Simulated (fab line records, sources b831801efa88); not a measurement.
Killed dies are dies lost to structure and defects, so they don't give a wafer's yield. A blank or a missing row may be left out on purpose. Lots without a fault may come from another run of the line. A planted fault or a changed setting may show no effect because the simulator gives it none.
Which tool did it? | flow sky130 | 12 lots, 36 wafers sampled, at 1 step of a route of 708

WHAT THE GAUGES READ, wafer by wafer
SKY_VIA4_BOW_MEAS_03.
lot  | measured     | on            | VIA4_BOW (um)
L208 | day 43 10:43 | film_metro-03 | 80 79 70
L210 | day 44 00:22 | film_metro-04 | 73 83 85
L211 | day 44 01:07 | film_metro-01 | 82 85 90
L212 | day 44 03:26 | film_metro-04 | 77 88 69
L214 | day 44 15:47 | film_metro-03 | 85 88 99
L222 | day 46 21:24 | film_metro-03 | 81 85 88
L223 | day 47 00:20 | film_metro-01 | 76 68 93
L225 | day 47 15:41 | film_metro-01 | 84 87 84
L227 | day 48 00:37 | film_metro-04 | 69 78 73
L228 | day 48 02:13 | film_metro-04 | 81 81 78
L229 | day 48 10:29 | film_metro-01 | 78 88 81
L230 | day 48 11:30 | film_metro-03 | 77 89 88

WHICH TOOL RAN EACH LOT (tool, then ch and the chambers of the sampled wafers, then the start)
The record holds no process step before these readings.

WHAT THE TOOLS THEMSELVES READ (means of the sampled wafers that have a number; where no wafer has one, the mark that the record gives instead)
The record holds no such reading with a usual standard deviation.

THE ANSWER, worked out from the rows above alone
Rule: what is usual is taken from the lots themselves. Put in order of their means at a reading, lots are off if they are a third of the lots or fewer, leave a main group of 4 or more, and stand apart from it by a gap of 3 or more times the standard deviation of the main group's means; of several such gaps the widest counts. A main group whose means are all the same, to the digits that the tables above print for the reading, isn't used. A lot without any number at a reading at which 4 lots or more have one is off too. The other lots that the step has rows for count as sound. The gauges are gone through in route order, then the tools' own readings, and for those a lot's mean is taken as printed above. The first step at which some lot is off is used, and at that step the reading that is off furthest; a lot without a number counts as furthest.
No lot is off at any reading shown: from this, nothing can be told.

WHAT THE SIMULATOR HAD PUT IN
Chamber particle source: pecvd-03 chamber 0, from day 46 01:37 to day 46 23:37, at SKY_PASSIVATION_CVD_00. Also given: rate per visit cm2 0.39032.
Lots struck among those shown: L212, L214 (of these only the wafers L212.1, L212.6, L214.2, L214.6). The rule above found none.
